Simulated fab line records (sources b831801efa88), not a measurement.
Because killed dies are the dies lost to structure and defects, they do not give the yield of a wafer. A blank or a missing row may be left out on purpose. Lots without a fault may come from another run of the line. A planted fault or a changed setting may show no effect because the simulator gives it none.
Which tool did it? + flow gf180mcu + 12 lots, 36 wafers sampled, at 6 steps of a route of 602

WHAT THE GAUGES READ, wafer by wafer
GF_HV_LDD_OVL_MEAS_20.
| lot  | measured     | on         | HV_LDD_01_OVL (nm) |
|------|--------------|------------|--------------------|
| L829 | day 11 02:08 | overlay-02 | -2.4 -2.5 -3.4     |
| L830 | day 11 13:52 | overlay-01 | -0.9 -3.0 -1.0     |
| L831 | day 11 22:31 | overlay-02 | -2.0 -1.0 -3.3     |
| L836 | day 13 06:02 | overlay-02 | 1.3 2.4 1.6        |
| L840 | day 14 09:54 | overlay-01 | 1.2 0.5 0.6        |
| L841 | day 14 23:27 | overlay-02 | -1.2 -0.5 -0.7     |
| L842 | day 15 05:42 | overlay-01 | 0.2 0.7 0.8        |
| L846 | day 16 12:59 | overlay-01 | 0.1 1.0 0.3        |
| L847 | day 16 14:49 | overlay-02 | 0.7 1.1 2.0        |
| L849 | day 17 12:35 | overlay-01 | 1.0 -0.8 -0.5      |
| L850 | day 17 14:45 | overlay-02 | -2.4 -1.4 -1.6     |
| L851 | day 17 23:13 | overlay-02 | -1.3 -2.9 -1.6     |

GF_PSD_TW_MEAS_11.
| lot  | measured     | on            | PSD_TW         |
|------|--------------|---------------|----------------|
| L829 | day 14 13:36 | film-metro-01 | 3189 3180 3175 |
| L830 | day 15 03:47 | film-metro-02 | 3167 3161 3170 |
| L831 | day 15 12:46 | film-metro-01 | 3204 3200 3217 |
| L836 | day 17 01:05 | film-metro-03 | 3144 3137 3146 |
| L840 | day 18 09:41 | film-metro-03 | 3156 3154 3154 |
| L841 | day 18 23:39 | film-metro-03 | 3138 3148 3152 |
| L842 | day 19 07:17 | film-metro-01 | 3187 3216 3204 |
| L846 | day 20 17:15 | film-metro-03 | 3124 3122 3129 |
| L847 | day 20 19:54 | film-metro-01 | 3209 3221 3210 |
| L849 | day 21 17:20 | film-metro-03 | 3150 3135 3137 |
| L850 | day 21 20:48 | film-metro-02 | 3166 3177 3187 |
| L851 | day 22 04:43 | film-metro-01 | 3189 3172 3195 |

GF_PSD_RS_MEAS_14: the measuring method here is four-point-probe.
| lot  | measured     | on            | NSD_RS (ohm/sq)   |
|------|--------------|---------------|-------------------|
| L829 | day 14 13:49 | film-metro-03 | 46.27 46.25 46.26 |
| L830 | day 15 04:00 | film-metro-03 | 46.08 46.10 46.26 |
| L831 | day 15 12:58 | film-metro-02 | 46.19 46.28 46.20 |
| L836 | day 17 01:18 | film-metro-02 | 46.20 46.04 46.03 |
| L840 | day 18 09:53 | film-metro-01 | 45.14 45.11 45.17 |
| L841 | day 18 23:50 | film-metro-01 | 46.07 46.02 46.01 |
| L842 | day 19 07:29 | film-metro-03 | 45.48 45.43 45.47 |
| L846 | day 20 17:26 | film-metro-01 | 46.01 46.01 46.01 |
| L847 | day 20 20:07 | film-metro-03 | 46.29 46.40 46.36 |
| L849 | day 21 17:32 | film-metro-02 | 46.16 46.07 46.18 |
| L850 | day 21 20:59 | film-metro-01 | 46.01 45.97 46.04 |
| L851 | day 22 04:56 | film-metro-03 | 46.16 46.16 46.22 |

GF_PSD_RS_MEAS_15: the measuring method here is four-point-probe.
| lot  | measured     | on            | PSD_RS (ohm/sq)   |
|------|--------------|---------------|-------------------|
| L829 | day 14 13:56 | film-metro-03 | 108.7 108.9 108.7 |
| L830 | day 15 04:07 | film-metro-03 | 108.4 108.3 108.8 |
| L831 | day 15 13:05 | film-metro-02 | 108.8 108.6 108.8 |
| L836 | day 17 01:25 | film-metro-02 | 108.6 108.2 108.3 |
| L840 | day 18 10:00 | film-metro-01 | 104.6 104.7 105.0 |
| L841 | day 18 23:58 | film-metro-01 | 108.0 108.0 108.1 |
| L842 | day 19 07:36 | film-metro-03 | 106.1 105.6 105.6 |
| L846 | day 20 17:34 | film-metro-01 | 108.2 108.5 108.5 |
| L847 | day 20 20:14 | film-metro-03 | 109.2 108.9 109.0 |
| L849 | day 21 17:40 | film-metro-02 | 108.9 108.1 108.7 |
| L850 | day 21 21:07 | film-metro-01 | 108.1 108.2 108.0 |
| L851 | day 22 05:03 | film-metro-03 | 108.5 108.7 108.8 |

WHAT TOOL EACH LOT RAN ON (gives the tool, then ch and the chambers of the sampled wafers, and finally the start)
| lot  | GF_HV_LDD_STRIP_37                   | GF_PSD_RTA_13                    |
|------|--------------------------------------|----------------------------------|
| L829 | plasma-asher-03 ch 0,1, day 11 22:02 | rtp-anneal-01 ch 0, day 14 13:43 |
| L830 | plasma-asher-02 ch 0,1, day 12 09:45 | rtp-anneal-01 ch 0, day 15 03:54 |
| L831 | plasma-asher-01 ch 0,1, day 12 18:13 | rtp-anneal-01 ch 0, day 15 12:52 |
| L836 | plasma-asher-01 ch 1, day 14 03:28   | rtp-anneal-01 ch 0, day 17 01:13 |
| L840 | plasma-asher-01 ch 0,1, day 15 07:35 | rtp-anneal-01 ch 0, day 18 09:47 |
| L841 | plasma-asher-03 ch 0,1, day 15 21:59 | rtp-anneal-02 ch 0, day 18 23:46 |
| L842 | plasma-asher-01 ch 0,1, day 16 04:43 | rtp-anneal-01 ch 0, day 19 07:24 |
| L846 | plasma-asher-03 ch 0, day 17 13:10   | rtp-anneal-02 ch 0, day 20 17:22 |
| L847 | plasma-asher-01 ch 0,1, day 17 15:07 | rtp-anneal-02 ch 0, day 20 20:01 |
| L849 | plasma-asher-03 ch 0,1, day 18 12:52 | rtp-anneal-02 ch 0, day 21 17:27 |
| L850 | plasma-asher-01 ch 0,1, day 18 16:17 | rtp-anneal-01 ch 0, day 21 20:55 |
| L851 | plasma-asher-02 ch 0,1, day 19 00:12 | rtp-anneal-02 ch 0, day 22 04:50 |
- GF_HV_LDD_STRIP_37: strips in O2/N2.
- GF_PSD_RTA_13: time 20 s.

AS READ BY THE TOOLS THEMSELVES (means over the sampled wafers that have a number; for cases with no such wafer, the mark the record gives instead)
GF_HV_LDD_STRIP_37.
| lot  | tool            | drypump-motor-current-A (A) | heater-power-w (W) | oes-product-au (a.u.) | platen-temp-c (C) | strip-time-to-endpoint-s (s) |
|------|-----------------|-----------------------------|--------------------|-----------------------|-------------------|------------------------------|
| L829 | plasma-asher-03 | 5.5                         | 388                | 0.718                 | 250.01            | 12.68                        |
| L830 | plasma-asher-02 | 5.5                         | 363                | 0.715                 | 249.75            | 12.64                        |
| L831 | plasma-asher-01 | 6.0                         | 317                | 0.712                 | 249.89            | 12.64                        |
| L836 | plasma-asher-01 | 6.4                         | 280                | 0.716                 | 249.91            | 12.62                        |
| L840 | plasma-asher-01 | 6.0                         | 314                | 0.720                 | 249.83            | 12.61                        |
| L841 | plasma-asher-03 | 5.6                         | 388                | 0.718                 | 249.91            | 12.65                        |
| L842 | plasma-asher-01 | 6.0                         | 315                | 0.717                 | 249.85            | 12.68                        |
| L846 | plasma-asher-03 | 5.6                         | 349                | 0.714                 | 249.92            | 12.64                        |
| L847 | plasma-asher-01 | 6.0                         | 312                | 0.715                 | 250.11            | 12.66                        |
| L849 | plasma-asher-03 | 5.6                         | 387                | 0.720                 | 250.19            | 12.63                        |
| L850 | plasma-asher-01 | 6.0                         | 311                | 0.715                 | 250.20            | 12.67                        |
| L851 | plasma-asher-02 | 5.5                         | 364                | 0.715                 | 249.96            | 12.61                        |

GF_PSD_RTA_13.
| lot  | tool          | lamp-power-pct (%) | wafer_temp_C_max |
|------|---------------|--------------------|------------------|
| L829 | rtp-anneal-01 | 29.8               | 1030.8           |
| L830 | rtp-anneal-01 | 29.8               | 1031.3           |
| L831 | rtp-anneal-01 | 29.7               | 1030.4           |
| L836 | rtp-anneal-01 | 29.7               | 1030.4           |
| L840 | rtp-anneal-01 | 30.2               | 1036.8           |
| L841 | rtp-anneal-02 | 34.4               | 1030.4           |
| L842 | rtp-anneal-01 | 30.3               | 1036.8           |
| L846 | rtp-anneal-02 | 34.5               | 1029.4           |
| L847 | rtp-anneal-02 | 34.4               | 1030.9           |
| L849 | rtp-anneal-02 | 34.4               | 1030.3           |
| L850 | rtp-anneal-01 | 29.7               | 1030.0           |
| L851 | rtp-anneal-02 | 34.4               | 1030.9           |

THE ANSWER, worked out from the rows above alone
Rule: what is usual is taken from the lots themselves. The widest of any qualifying gaps counts: lots, ordered by their means at a reading, are off when they make up no more than a third of the lots, leave a main group of 4 or more, and stand apart from it by 3 or more times the standard deviation of that group's means. A main group is skipped when, at the precision printed for the reading in the tables above, its means are all equal. A lot without any number at a reading at which 4 lots or more have one is off too. All remaining lots with rows at the step are treated as sound. First the gauges in route order, then the tools' own readings, where a lot's mean is used as printed above. The first step at which some lot is off is used, and at that step the reading that is off furthest; a lot without a number counts as furthest.
Off: L840, L842, at GF_PSD_RS_MEAS_14 (NSD_RS). Mean 46.14 ohm/sq and standard deviation 0.11 in the main group.
A tool fits if, at a process step before that reading, it ran every lot that is off, and no sound lot after the first of them. Not tried: the gauges at GF_PSD_RS_MEAS_14; whatever is off there is also off at GF_PSD_RTA_13, on other tools, and gauge error can't account for it. Not one of the candidates tried fits.

WHAT WAS PUT IN BY THE SIMULATOR
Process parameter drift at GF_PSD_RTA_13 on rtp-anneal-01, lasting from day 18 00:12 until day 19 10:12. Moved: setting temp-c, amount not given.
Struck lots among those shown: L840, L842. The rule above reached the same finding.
